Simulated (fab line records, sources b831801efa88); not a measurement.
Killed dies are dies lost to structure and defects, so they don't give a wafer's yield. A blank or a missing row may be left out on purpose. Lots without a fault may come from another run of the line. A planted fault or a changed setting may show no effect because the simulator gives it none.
One fault seen from 2 desks | flow sky130 | each desk has only its own numbers; what lay behind them comes last

THE TOOL OWNER'S DESK: pvd_sputter-02
The tool's own readings at SKY_METAL2_SPUTTER_02 (material AlCu, target thk 250 nm, time 13.3 s): means of the sampled wafers that have a number, for each lot that ran on this tool. A lot is out of limits, marked OUT, if its mean lies more than 4 standard deviations from the usual mean; the brackets give that distance.
Columns: A = throttle_valve_pct at SKY_METAL2_SPUTTER_02, usual 30.2 %
lot  | first seen here | A
L779 | day 33 22:37    | 30.2
L787 | day 37 03:35    | 29.4
L793 | day 38 16:35    | 29.4
L797 | day 39 21:34    | 29.5
This desk's finding: nothing out of limits on any of the 4 lots.

THE METROLOGY DESK
What the gauges read, lot by lot, whatever tool the lot ran on: means of the sampled wafers that have a number. A lot is out of limits, marked OUT, if its mean lies more than 4 standard deviations from the usual mean; the brackets give that distance.
Columns: A = METAL2_ALCU_RS at SKY_METAL2_RS_MEAS_05, usual 0.1273 ohm/sq; B = METAL2_ALCU_THK at SKY_METAL2_THK_MEAS_06, usual 250 nm; C = CAP2M_OVL at SKY_CAP2M_OVL_MEAS_12, usual 0.5 nm
lot  | first seen here | A                 | B              | C
L779 | day 33 22:43    | 0.1281            | 248            | 1.1
L780 | day 34 07:56    | 0.1294            | 246            | -0.8
L785 | day 36 13:47    | 0.1257            | 252            | -0.9
L787 | day 37 03:40    | 0.1262            | 251            | 1.9
L786 | day 37 10:06    | 0.1264            | 252            | 1.7
L793 | day 38 16:40    | 0.1397 (+8.2) OUT | 229 (-7.0) OUT | -1.4
L797 | day 39 21:40    | 0.1396 (+8.2) OUT | 229 (-7.0) OUT | 0.4
L798 | day 40 01:55    | 0.1292            | 245            | 0.1
L799 | day 40 04:36    | 0.1277            | 251            | 1.1
L800 | day 40 12:23    | 0.1286            | 248            | 2.1
This desk's finding: out of limits on L793, L797; first on L793, day 38 16:40 (METAL2_ALCU_RS at SKY_METAL2_RS_MEAS_05). In limits: L779, L780, L785, L787, L786, L798, L799, L800.

PUT TOGETHER
The metrology desk could have raised an alarm at day 38 16:40, on L793, L797.
The tool owner's desk saw nothing out of limits.
The tool owner's desk has L793, L797 on record, within its limits.
Of the lots named, all ran SKY_METAL2_SPUTTER_02 on pvd_sputter-02.

WHAT THE SIMULATOR HAD PUT IN
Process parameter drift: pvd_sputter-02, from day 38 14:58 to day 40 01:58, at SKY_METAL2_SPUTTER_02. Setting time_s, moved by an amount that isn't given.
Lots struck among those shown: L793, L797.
Hours from the fault's start to each desk's first reading out of limits: the metrology desk, 2.
